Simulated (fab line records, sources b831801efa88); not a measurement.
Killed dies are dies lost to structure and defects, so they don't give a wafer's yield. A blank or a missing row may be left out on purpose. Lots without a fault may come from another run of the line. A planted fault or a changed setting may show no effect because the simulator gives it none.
A struck lot beside a sound one | flow sky130 | 29 steps out of a route of 708
Sound: wafers L575.2, L575.5, L575.6. Struck: wafer L564.4. (L564.5, L564.6 of the same lot were not struck and are left out.) The cause comes at the end.
At each step with rows: each side's tool, then ch and its chambers, then its first start. Under that, the readings that differ: sound wafers | struck wafers | difference of the means | sigmas: that difference in standard deviations of wafers without a fault.
alike: readings whose means differ by less than 2 such deviations, and words and numbers that are the same on both sides. not compared: withheld readings, readings that some wafer has no value for, bounds like >300 that may hide the same value, and numbers for which the record gives no deviation and whose values overlap.
The two part at a step that has a row with sigmas, a row that says differs or no value, or rows on one side only. Numbers that don't overlap but have no deviation are shown without sigmas and don't part them. A reading that every wafer of one side lacks parts them only if that side has two wafers or more.

first, 8 steps without rows for these wafers: SKY_LOCAL_INTERCONNECT_DEHYDRATE_03 (time 60 s); SKY_LOCAL_INTERCONNECT_HMDS_04 (prime time 60 s); SKY_LOCAL_INTERCONNECT_COAT_05 (resist thk 60 nm); SKY_LOCAL_INTERCONNECT_COAT_06 (resist thk 450 nm); SKY_LOCAL_INTERCONNECT_SOFTBAKE_07 (time 90 s); SKY_LOCAL_INTERCONNECT_EXPOSE_08 (exposes mask LI1M, target cd 170 nm); SKY_LOCAL_INTERCONNECT_PEB_09; SKY_LOCAL_INTERCONNECT_DEVELOP_10 (develop time 60 s).
SKY_LOCAL_INTERCONNECT_ETCH_13: etches BARC in N2/H2, stops on SiO2, time 45.9 s, target depth 60 nm.
  sound on rie_metal-01 ch 0,1, day 36 07:38; struck on rie_metal-04 ch 1, day 32 10:08
  reading                                                   | sound             | struck | difference | sigmas
  oes_product_au (a.u.)                                     | 0.856 0.848 0.858 | 0.807  | -0.047     | -10
  model.KrF-thick_of_LOCAL_INTERCONNECT_COAT_06.thk_nm (nm) | 392.9 392.7 391.8 | 404.9  | +12.4      |
  model.etch.depth_nm (nm)                                  | 59.85 59.77 60.2  | 52.1   | -7.8       |
  model.LOCAL_INTERCONNECT.cd_nm (nm)                       | 169.6 169.9 169.2 | 172.1  | +2.5       |
  alike: bias_w, drypump_motor_current_A, throttle_valve_pct
  not compared: rf_hours_counter_h
SKY_LOCAL_INTERCONNECT_METAL_ETCH_14: etches TiN in Cl2/BCl3, stops on PSG, target depth 110 nm, time 31.4 s.
  sound on rie_metal-01 ch 0,1, day 36 07:41; struck on rie_metal-04 ch 1, day 32 10:11
  reading                                                   | sound                | struck | difference | sigmas
  oes_product_au (a.u.)                                     | 0.942 0.924 0.940    | 0.382  | -0.553     | -79
  throttle_valve_pct (%)                                    | 21.903 21.899 21.897 | 22.254 | +0.354     | +38
  model.KrF-thick_of_LOCAL_INTERCONNECT_COAT_06.thk_nm (nm) | 348.5 348.2 347.4    | 360.6  | +12.6      |
  model.LOCAL_INTERCONNECT.cd_nm (nm)                       | 169.1 170.3 168.5    | 171.9  | +2.6       |
  alike: bias_w, drypump_motor_current_A
  not compared: rf_hours_counter_h
SKY_LOCAL_INTERCONNECT_STRIP_15: strips in O2/N2.
  sound on plasma_asher-04 ch 0,1, day 36 07:44; struck on plasma_asher-01 ch 0, day 32 10:16
  reading                      | sound             | struck | difference | sigmas
  drypump_motor_current_A (A)  | 6.3 6.5 6.3       | 5.1    | -1.3       | -3
  oes_product_au (a.u.)        | 0.434 0.417 0.428 | 0.443  | +0.017     | +4
  strip_time_to_endpoint_s (s) | 4.721 4.724 4.718 | 4.833  | +0.112     | +6
  not compared: rf_hours_counter_h
then, 14 steps without rows for these wafers: SKY_LOCAL_INTERCONNECT_STRIP_16 (strips in post etch residue remover, time 1200 s); SKY_LOCAL_INTERCONNECT_CLEAN_17 (cleans in IPA, time 180 s); SKY_LOCAL_INTERCONNECT_CLEAN_18 (cleans in O3/DIW); SKY_CONTACT_CVD_00 (deposits Si3N4, target thk 75 nm); SKY_CONTACT_HDPCVD_02 (deposits SiO2, target thk 565 nm, time 94.2 s); SKY_CONTACT_CMP_04 (polishes SiO2); SKY_CONTACT_DEHYDRATE_06 (time 60 s); SKY_CONTACT_HMDS_07 (prime time 60 s); SKY_CONTACT_COAT_08 (resist thk 60 nm); SKY_CONTACT_COAT_09 (resist thk 450 nm); SKY_CONTACT_SOFTBAKE_10 (time 90 s); SKY_CONTACT_EXPOSE_11 (exposes mask CTM1, target cd 170 nm); SKY_CONTACT_PEB_12; SKY_CONTACT_DEVELOP_13 (develop time 60 s).
SKY_CONTACT_CD_MEAS_14: target cd 170 nm.
  sound on cd_sem-01, day 37 11:26; struck on cd_sem-01, day 33 15:55
  not compared: cd_nm
SKY_CONTACT_OVL_MEAS_15:
  sound on overlay-02, day 37 11:32; struck on overlay-02, day 33 15:59
  not compared: CONTACT_OVL
then, 1 step without rows for these wafers: SKY_CONTACT_ETCH_16 (etches BARC in N2/H2, stops on SiO2, time 45.9 s, target depth 60 nm).
-- the record jumps here: 14 days lie between the struck wafers' starts before and after (it left off in module CONTACT and takes up again in module PAD_OPEN, whose first step shown is number 708 of the route) --
SKY_PAD_OPEN_PROBE_99:
  sound on prober-02, day 50 02:54; struck on prober-01, day 47 08:32
  reading            | sound    | struck | difference | sigmas
  killed_at_M0_to_M3 | 40 32 36 | 249    | +213       | +33
  killed_at_M4_up    | 3 2 2    | 77     | +75        | +41
  killed_at_contacts | 17 28 21 | 84     | +62        | +11
  killed_at_other    | 2 1 1    | 64     | +63        | +99 or more
  killed_dies        | 80 71 66 | 492    | +420       | +42
  killed_on_rim      | 20 10 10 | 96     | +83        | +21
  alike: killed_at_front_end, killed_open, killed_short

WHERE THEY PART
First at SKY_LOCAL_INTERCONNECT_ETCH_13; last, within this record, at SKY_PAD_OPEN_PROBE_99.

WHY: what the simulator had put in
Process parameter drift: rie_metal-04, from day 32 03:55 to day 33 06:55, at SKY_LOCAL_INTERCONNECT_ETCH_13. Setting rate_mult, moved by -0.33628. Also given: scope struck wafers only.
